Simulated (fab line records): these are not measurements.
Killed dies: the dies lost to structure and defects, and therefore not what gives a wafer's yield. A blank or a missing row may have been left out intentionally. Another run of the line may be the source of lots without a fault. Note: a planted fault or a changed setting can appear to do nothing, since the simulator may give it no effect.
The same fault as seen by 2 desks | flow sky130 | every desk sees just its own numbers, and what lay behind them comes last

## FROM THE METROLOGY DESK
What the gauges read for every lot (on any tool): the sampled wafers with a number, averaged. A lot is out of limits, marked OUT, if its mean lies more than 4 standard deviations from the usual mean; the brackets give that distance.
Columns: A = SPACER_CVD_00_THK at SKY_SPACER_THK_MEAS_01, usual 43.3 nm; B = POLY_CUT_OVL at SKY_POLY_CUT_OVL_MEAS_09, usual 3 nm; C = SD_N_TW at SKY_SD_N_TW_MEAS_12, usual 3997; D = SD_N_RS at SKY_SD_N_RS_MEAS_16, usual 68.61 ohm/sq
lot  | first seen here | A    | B  | C    | D
L850 | day 23 21:10    | 43.2 | 5  | 3983 | 68.64
L851 | day 24 03:08    | 43.5 | 3  | 4035 | 68.62
L852 | day 24 18:16    | 43.1 | 3  | 3958 | 68.44
L853 | day 24 20:02    | 43.1 | 5  | 3977 | 68.59
L857 | day 25 21:14    | 43.3 | 4  | 3953 | 68.69
L858 | day 26 10:07    | 43.1 | 8  | 3996 | 68.80
L862 | day 27 05:58    | 43.3 | 2  | 3990 | 68.65
L864 | day 28 00:08    | 43.6 | 3  | 3932 | 71.39 (+23) OUT
L863 | day 28 00:08    | 43.5 | 12 | 3923 | 71.34 (+23) OUT
L872 | day 30 19:22    | 43.5 | 1  | 4017 | 68.66
L873 | day 30 22:09    | 43.0 | 10 | 3982 | 68.42
This desk's result: L863, L864 out of limits, first on L864 (SD_N_RS at SKY_SD_N_RS_MEAS_16), day 32 18:08. Within limits: L850, L851, L852, L853, L857, L858, L862, L872, L873.

## FOR THE TOOL OWNER'S DESK: implanter-03
SKY_SD_N_IMPLANT_09, tool's own readings: per-lot mean of the sampled wafers with a number, covering each lot this tool ran. A lot is out of limits, marked OUT, if its mean lies more than 4 standard deviations from the usual mean; the brackets give that distance.
Columns: A = beam-energy-keV at SKY_SD_N_IMPLANT_09, usual 49.998; B = end-station-pressure-torr at SKY_SD_N_IMPLANT_09, usual 1.41e-05 Torr
lot  | first seen here | A                        | B
L850 | day 28 18:07    | 49.999                   | 1.54e-05
L852 | day 29 13:41    | 50.017                   | 1.54e-05
L857 | day 30 14:35    | 50.009                   | 1.46e-05
L858 | day 31 03:52    | 49.995                   | 1.53e-05
L862 | day 31 22:16    | 49.987                   | 1.46e-05
L864 | day 32 17:28    | 46.324 (-99 or more) OUT | 1.50e-05
L863 | day 32 18:19    | 46.308 (-99 or more) OUT | 1.51e-05
This desk finds L863, L864 out of limits, L864 being first, at day 32 17:28 (beam-energy-keV at SKY_SD_N_IMPLANT_09). Within limits: L850, L852, L857, L858, L862.

## ALL TOGETHER
An alarm could have come from the tool owner's desk at day 32 17:28, on L863, L864.
The metrology desk could have raised an alarm at day 32 18:08, on L863, L864.
On implanter-03, each named lot ran SKY_SD_N_IMPLANT_09.

## WHAT THE SIMULATOR HAD INSERTED
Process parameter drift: implanter-03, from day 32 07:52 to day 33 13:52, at SKY_SD_N_IMPLANT_09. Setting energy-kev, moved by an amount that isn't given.
Struck lots among those shown: L863, L864.
Counting hours from when the fault started, the first reading out of limits came at 10 for the tool owner's desk and at 10 for the metrology desk.
